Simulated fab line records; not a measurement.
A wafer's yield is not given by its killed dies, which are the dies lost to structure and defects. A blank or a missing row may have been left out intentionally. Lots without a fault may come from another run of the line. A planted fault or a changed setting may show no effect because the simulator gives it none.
The tool behind it: which one?	flow sky130	Sampling: 24 lots, 72 wafers, 5 of 708 route steps

== WHAT THE GAUGES READ, wafer by wafer ==
SKY_LDD_LDN_TW_MEAS_13. Usual: LDD_LDN_TW typically reads 1489, with standard deviation 6.8.
lot	measured	on	LDD_LDN_TW	flag
L074	day 23 16:13	film-metro-04	1483 1486 1484	
L075	day 23 15:53	film-metro-04	1484 1486 1479	
L076	day 24 05:22	film-metro-03	1478 1481 1478	
L077	day 24 07:12	film-metro-01	1490 1484 1489	
L078	day 24 19:55	film-metro-04	1494 1488 1496	
L079	day 24 22:34	film-metro-01	1489 1494 1491	
L080	day 25 09:34	film-metro-01	1494 1501 1500	
L081	day 25 13:26	film-metro-04	1477 1479 1477	
L082	day 25 23:18	film-metro-01	1503 1500 1493	
L083	day 26 07:21	film-metro-01	1492 1491 1497	
L084	day 26 13:53	film-metro-04	1490 1499 1489	
L085	day 27 00:30	film-metro-01	1489 1484 1488	
L086	day 27 06:39	film-metro-04	1493 1489 1492	
L087	day 27 12:19	film-metro-01	1499 1494 1494	
L088	day 28 05:25	film-metro-03	1493 1487 1484	
L089	day 28 08:39	film-metro-01	1485 1494 1497	
L090	day 29 02:52	film-metro-04	1489 1496 1497	
L091	day 29 04:25	film-metro-04	1492 1489 1480	
L093	day 29 08:42	film-metro-03	1484 1482 1486	
L092	day 29 12:07	film-metro-03	1480 1487 1475	
L094	day 29 19:22	film-metro-04	1489 1488 1493	
L095	day 30 12:12	film-metro-04	1487 1486 1490	
L096	day 30 20:19	film-metro-01	1495 1499 1499	
L097	day 31 07:10	film-metro-03	1485 1484 1481	

SKY_METAL1_OVL_MEAS_16. Usual: METAL1_OVL typically reads 0 nm, with standard deviation 5.7.
lot	measured	on	METAL1_OVL (nm)	flag
L074	day 33 14:09	overlay-01	5 10 7	
L075	day 33 10:55	overlay-02	3 7 -6	
L076	day 34 00:43	overlay-02	3 6 12	
L077	day 34 04:21	overlay-02	-4 -14 -6	
L078	day 34 13:15	overlay-01	2 5 5	
L079	day 34 15:40	overlay-02	4 3 4	
L080	day 35 03:11	overlay-02	-8 -10 -7	
L081	day 35 04:46	overlay-01	-7 -10 -1	
L082	day 35 14:01	overlay-01	-7 -2 -1	
L083	day 35 20:44	overlay-01	1 0 -5	
L084	day 36 02:10	overlay-01	5 6 3	
L085	day 36 12:32	overlay-01	-10 -5 -4	
L086	day 36 18:11	overlay-02	1 -4 5	
L087	day 37 01:01	overlay-02	5 2 6	
L088	day 37 13:19	overlay-02	0 1 -4	
L089	day 37 16:37	overlay-02	-6 -4 -11	
L090	day 38 07:44	overlay-01	7 7 13	
L091	day 38 12:14	overlay-02	-4 -2 0	
L093	day 38 15:29	overlay-01	1 1 3	
L092	day 38 18:23	overlay-02	-3 -1 -2	
L094	day 38 23:47	overlay-02	-4 -1 0	
L095	day 39 15:44	overlay-01	-3 -7 -5	
L096	day 39 23:59	overlay-02	9 2 8	
L097	day 40 09:40	overlay-01	-5 4 4	

SKY_VIA1_THK_MEAS_23: measures by xrf. Usual: VIA1_W_THK typically reads 268 nm, with standard deviation 3.5.
lot	measured	on	VIA1_W_THK (nm)	flag
L074	day 34 19:24	film-metro-02	270 271 269	
L075	day 34 15:56	film-metro-02	275 274 273	
L076	day 35 05:23	film-metro-01	265 268 264	
L077	day 35 09:30	film-metro-02	273 273 272	
L078	day 35 17:50	film-metro-03	270 271 272	
L079	day 35 20:48	film-metro-01	267 260 264	
L080	day 36 07:56	film-metro-03	273 268 269	
L081	day 36 10:01	film-metro-01	263 266 267	
L082	day 36 18:20	film-metro-02	269 267 268	
L083	day 37 00:45	film-metro-03	269 267 268	
L084	day 37 07:22	film-metro-01	264 266 263	
L085	day 37 17:06	film-metro-02	266 267 271	
L086	day 37 22:50	film-metro-01	267 263 264	
L087	day 38 05:45	film-metro-02	272 271 270	
L088	day 38 17:30	film-metro-03	269 265 272	
L089	day 38 20:40	film-metro-03	271 270 266	
L090	day 39 11:17	film-metro-02	270 267 266	
L091	day 39 15:37	film-metro-01	266 264 263	
L093	day 39 18:44	film-metro-03	267 265 266	
L092	day 39 21:46	film-metro-02	273 273 275	
L094	day 40 02:50	film-metro-01	266 269 269	
L095	day 40 18:46	film-metro-01	266 265 264	
L096	day 41 02:55	film-metro-03	266 270 273	
L097	day 41 12:28	film-metro-03	266 273 270	

SKY_METAL2_THK_MEAS_06: measures by xrf. Usual: METAL2_ALCU_THK typically reads 246.9 nm, with standard deviation 2.1.
lot	measured	on	METAL2_ALCU_THK (nm)	flag
L074	day 34 20:01	film-metro-02	247.9 245.4 247.2	
L075	day 34 16:34	film-metro-02	247.7 246.4 246.5	
L076	day 35 06:01	film-metro-02	248.9 250.0 248.5	
L077	day 35 10:07	film-metro-02	247.8 248.1 244.4	
L078	day 35 18:27	film-metro-04	246.2 244.6 246.6	
L079	day 35 21:25	film-metro-04	243.7 243.2 242.6	
L080	day 36 08:34	film-metro-02	247.8 245.5 248.3	
L081	day 36 10:38	film-metro-04	247.8 244.8 245.2	
L082	day 36 18:58	film-metro-02	248.9 248.1 247.4	
L083	day 37 01:22	film-metro-02	246.3 241.4 243.8	
L084	day 37 08:01	film-metro-01	248.7 247.9 248.7	
L085	day 37 17:43	film-metro-01	250.9 249.0 248.8	
L086	day 37 23:27	film-metro-04	248.3 249.1 247.6	
L087	day 38 06:22	film-metro-02	245.2 247.9 244.3	
L088	day 38 18:07	film-metro-04	247.2 247.6 246.9	
L089	day 38 21:26	film-metro-02	243.1 244.7 244.7	
L090	day 39 11:55	film-metro-02	247.7 247.8 245.1	
L091	day 39 16:14	film-metro-04	245.5 246.1 245.7	
L093	day 39 19:21	film-metro-04	245.5 249.2 246.0	
L092	day 39 22:23	film-metro-04	247.0 250.6 249.1	
L094	day 40 03:28	film-metro-02	247.8 251.1 247.4	
L095	day 40 19:23	film-metro-02	244.9 246.6 248.6	
L096	day 41 03:32	film-metro-02	250.2 248.3 249.6	
L097	day 41 13:05	film-metro-01	247.7 246.5 245.6	

== WHAT TOOL EACH LOT RAN ON (gives the tool, then ch and the chambers of the sampled wafers, and finally the start) ==
lot	SKY_VT_ADJUST_LVTN_STRIP_09
L074	plasma-asher-04 ch 0,1, day 7 02:55
L075	plasma-asher-01 ch 0,1, day 7 07:38
L076	plasma-asher-01 ch 0,1, day 7 16:01
L077	plasma-asher-04 ch 0,1, day 7 17:49
L078	plasma-asher-01 ch 0,1, day 8 02:01
L079	plasma-asher-02 ch 0,1, day 8 06:49
L080	plasma-asher-04 ch 0,1, day 8 15:37
L081	plasma-asher-01 ch 0,1, day 8 17:47
L082	plasma-asher-01 ch 0,1, day 9 03:08
L083	plasma-asher-04 ch 0,1, day 9 07:37
L084	plasma-asher-01 ch 0,1, day 9 13:29
L085	plasma-asher-04 ch 0,1, day 9 17:55
L086	plasma-asher-04 ch 0,1, day 10 03:31
L087	plasma-asher-02 ch 0,1, day 10 09:12
L088	plasma-asher-02 ch 0,1, day 10 18:10
L089	plasma-asher-02 ch 0,1, day 10 22:15
L090	plasma-asher-02 ch 0,1, day 11 13:34
L091	plasma-asher-02 ch 0, day 11 16:40
L093	plasma-asher-01 ch 0,1, day 11 23:52
L092	plasma-asher-04 ch 0,1, day 12 00:22
L094	plasma-asher-02 ch 0,1, day 12 09:40
L095	plasma-asher-02 ch 0,1, day 12 20:22
L096	plasma-asher-04 ch 0,1, day 13 07:49
L097	plasma-asher-04 ch 0,1, day 13 16:56
- SKY_VT_ADJUST_LVTN_STRIP_09: strips in O2/N2.

== AS READ BY THE TOOLS THEMSELVES (means over the sampled wafers that have a number; for cases with no such wafer, the mark the record gives instead) ==
SKY_VT_ADJUST_LVTN_STRIP_09. Usual: drypump-motor-current-A 5.73 A, standard deviation 0.13; oes-product-au 0.723 a.u., standard deviation 0.0045; strip-time-to-endpoint-s 36.93 s, standard deviation 0.11.
lot	tool	drypump-motor-current-A (A)	oes-product-au (a.u.)	strip-time-to-endpoint-s (s)	flag
L074	plasma-asher-04	5.78	0.723	36.72	
L075	plasma-asher-01	5.57	0.722	36.89	
L076	plasma-asher-01	5.65	0.722	36.96	
L077	plasma-asher-04	5.84	0.720	37.14	
L078	plasma-asher-01	5.66	0.717	36.90	
L079	plasma-asher-02	5.70	0.722	37.04	
L080	plasma-asher-04	5.82	0.723	37.00	
L081	plasma-asher-01	5.57	0.726	36.82	
L082	plasma-asher-01	5.57	0.721	36.96	
L083	plasma-asher-04	5.83	0.720	36.95	
L084	plasma-asher-01	5.57	0.724	36.77	
L085	plasma-asher-04	5.78	0.723	36.80	
L086	plasma-asher-04	5.80	0.727	36.98	
L087	plasma-asher-02	5.70	0.722	36.94	
L088	plasma-asher-02	5.78	0.724	37.03	
L089	plasma-asher-02	5.78	0.720	36.91	
L090	plasma-asher-02	5.78	0.718	37.05	
L091	plasma-asher-02	5.61	0.719	37.07	
L093	plasma-asher-01	5.57	0.725	37.00	
L092	plasma-asher-04	5.79	0.723	36.93	
L094	plasma-asher-02	5.77	0.728	36.87	
L095	plasma-asher-02	5.79	0.723	36.97	
L096	plasma-asher-04	5.83	0.722	36.98	
L097	plasma-asher-04	5.80	0.721	36.91	

== THE ANSWER, worked out from the rows above alone ==
Rule: a lot counts as off when the mean over its wafers that have a number is more than 3 standard deviations away from the usual mean. Also off: a lot with no number at a reading for which 4 or more lots have one. Any other lot the step has rows for is counted as sound. First the gauges in route order, then the tools' own readings, where a lot's mean is used as printed above. At the first step where some lot is off, the reading lying furthest off is the one used; lots without a number count as furthest.
Across all readings shown, no lot is off: no conclusion can be drawn from this.

== WHAT THE SIMULATOR HAD PUT IN ==
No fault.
